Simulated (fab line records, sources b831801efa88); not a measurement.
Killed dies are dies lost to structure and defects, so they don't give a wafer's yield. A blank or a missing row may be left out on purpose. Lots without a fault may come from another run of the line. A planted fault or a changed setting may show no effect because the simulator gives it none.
One fault seen from 2 desks | flow sky130 | each desk has only its own numbers; what lay behind them comes last

THE TOOL OWNER'S DESK: cvd_w-01
The tool's own readings at SKY_VIA3_CVD_21 (deposits W, target thk 390 nm, time 117.31 s): means of the sampled wafers that have a number, for each lot that ran on this tool. A lot is out of limits, marked OUT, if its mean lies more than 4 standard deviations from the usual mean; the brackets give that distance.
Columns: A = chamber_pressure_Torr at SKY_VIA3_CVD_21, usual 40.00 Torr; B = heater_power_w at SKY_VIA3_CVD_21, usual 789 W; C = susceptor_temp_C at SKY_VIA3_CVD_21, usual 400.00 C
lot  | first seen here | A               | B   | C
L263 | day 41 21:47    | 39.96           | 855 | 400.16
L265 | day 42 15:27    | 40.08           | 868 | 400.12
L266 | day 42 19:32    | 40.01           | 871 | 399.94
L274 | day 44 22:56    | 35.54 (-46) OUT | 854 | 399.91
L275 | day 45 04:11    | 35.48 (-47) OUT | 857 | 400.07
This desk's finding: out of limits on L274, L275; first on L274, day 44 22:56 (chamber_pressure_Torr at SKY_VIA3_CVD_21). In limits: L263, L265, L266.

THE METROLOGY DESK
What the gauges read, lot by lot, whatever tool the lot ran on: means of the sampled wafers that have a number. A lot is out of limits, marked OUT, if its mean lies more than 4 standard deviations from the usual mean; the brackets give that distance.
Columns: A = VIA3_W_RS at SKY_VIA3_RS_MEAS_22, usual 0.292 ohm/sq; B = VIA3_W_THK at SKY_VIA3_THK_MEAS_23, usual 396 nm
lot  | first seen here | A                | B
L257 | day 40 08:06    | 0.293            | 399
L258 | day 40 11:01    | 0.288            | 400
L261 | day 41 06:59    | 0.292            | 388
L262 | day 41 16:07    | 0.291            | 390
L263 | day 41 21:55    | 0.295            | 396
L265 | day 42 15:35    | 0.289            | 400
L266 | day 42 19:39    | 0.292            | 397
L268 | day 43 08:20    | 0.294            | 390
L274 | day 44 23:04    | 0.308            | 370
L275 | day 45 04:19    | 0.313 (+5.2) OUT | 373
L278 | day 45 21:03    | 0.296            | 386
This desk's finding: out of limits on L275; first on L275, day 45 04:19 (VIA3_W_RS at SKY_VIA3_RS_MEAS_22). In limits: L257, L258, L261, L262, L263, L265, L266, L268, L274, L278.

PUT TOGETHER
The tool owner's desk could have raised an alarm at day 44 22:56, on L274, L275.
The metrology desk could have raised an alarm at day 45 04:19, on L275.
The metrology desk has L274 on record, within its limits.
Of the lots named, all ran SKY_VIA3_CVD_21 on cvd_w-01.

WHAT THE SIMULATOR HAD PUT IN
Process parameter drift: cvd_w-01, from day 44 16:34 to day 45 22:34, at SKY_VIA3_CVD_21. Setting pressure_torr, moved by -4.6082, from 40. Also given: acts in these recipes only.
Lots struck among those shown: L274, L275.
Hours from the fault's start to each desk's first reading out of limits: the tool owner's desk, 6; the metrology desk, 12.
